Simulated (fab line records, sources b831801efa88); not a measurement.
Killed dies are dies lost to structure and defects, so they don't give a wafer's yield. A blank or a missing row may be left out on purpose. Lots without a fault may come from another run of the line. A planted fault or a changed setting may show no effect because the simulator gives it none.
Problem report in the 8D (eight disciplines) form, filled by code | flow sky130 | the parts of the form that need people (team, actions taken, sign-off) are left out

1. THE PROBLEM
overpolish_run_s at SKY_VIA2_CMP_24 reads a mean of 25.200 s on 1 wafer of 1 lot; wafers without a fault read 19.999 s with a standard deviation of 0.0094. That is +99 or more standard deviations from the usual mean.
The step: polishes, stops on SiO2, t overpolish 20 s, target thk 0 nm.
First seen on wafer L683.4, day 39 04:07, on cmp-02. The record holds 30 wafers of 10 lots with a number at this step. Rule for "out", or "out of limits": more than 4 standard deviations from the usual mean. The other wafers with a number count as sound.

2. WHAT IT IS AND WHAT IT IS NOT
question                    | is                | is not
which readings at this step | overpolish_run_s  | edge_zone_pressure_frac, motor_current_A, platen_rpm, slurry_filter_dp_kPa
which lots                  | L683              | L681, L693, L694, L695, L696, L697, L698, L699, L701
which wafers of those lots  | L683.4            | L683.1, L683.6
read on which tools         | cmp-02            | cmp-01
when                        | from day 39 04:07 | up to then (5 sound wafers); but 24 sound wafers of L693, L694, L695, L696, L697, L698, L699, L701 came after

3. SUSPECTS, AND WHAT RULES EACH OUT
Counting: a tool at a process step up to the reading stays a suspect if it ran every lot that is out. Sound lots after the first of them don't rule it out here, since some wafers of a struck lot are sound.
- rie_metal-01 at SKY_METAL2_ETCH_18 (etches BARC in N2/H2, stops on SiO2, time 45.9 s, target depth 60 nm): kept. It ran the lot that is out, L683 (day 37 23:14).
- plasma_asher-01 at SKY_VIA2_STRIP_16 (strips in O2/N2): kept. It ran the lot that is out, L683 (day 39 03:05); its last sound lot up to then is L681 (day 37 07:34).
- cmp-02 at SKY_VIA2_CMP_24 (polishes, stops on SiO2, t overpolish 20 s, target thk 0 nm): kept. It ran the lot that is out, L683 (day 39 04:07). Its own readings are out on those wafers: overpolish_run_s.
- Within cmp-02 at SKY_VIA2_CMP_24: the wafers that are out ran in chamber 0; their sound lot-mates ran in chambers 1, 2.
Left after counting: rie_metal-01 at SKY_METAL2_ETCH_18, plasma_asher-01 at SKY_VIA2_STRIP_16, cmp-02 at SKY_VIA2_CMP_24.

4. THE CAUSE (what the simulator had put in)
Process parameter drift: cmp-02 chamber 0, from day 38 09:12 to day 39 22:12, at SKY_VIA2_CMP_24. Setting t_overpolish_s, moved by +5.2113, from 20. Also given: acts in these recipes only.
Counting left 3 suspects, and this tool is among them.

5. THE CHAIN OF EFFECTS, in route order
Each row: a reading whose mean over the struck wafers that have a number lies more than 3 standard deviations from the usual. Only readings for which the record gives a usual standard deviation are gone through. hours: the time from each lot's start at the first step in this table that gives one to its start at this step, as a median over the lots. sigmas: the change in usual standard deviations.
hours | step            | reading          | usual    | on struck wafers | change | sigmas
0     | SKY_VIA2_CMP_24 | overpolish_run_s | 19.999 s | 25.200           | +5.201 | +99 or more
The process steps in it:
- SKY_VIA2_CMP_24: polishes, stops on SiO2, t overpolish 20 s, target thk 0 nm.

6. WHAT WOULD HAVE CAUGHT IT SOONER
In this record the first reading out of limits was taken at day 39 04:07, 19 hours after the fault began at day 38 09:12.
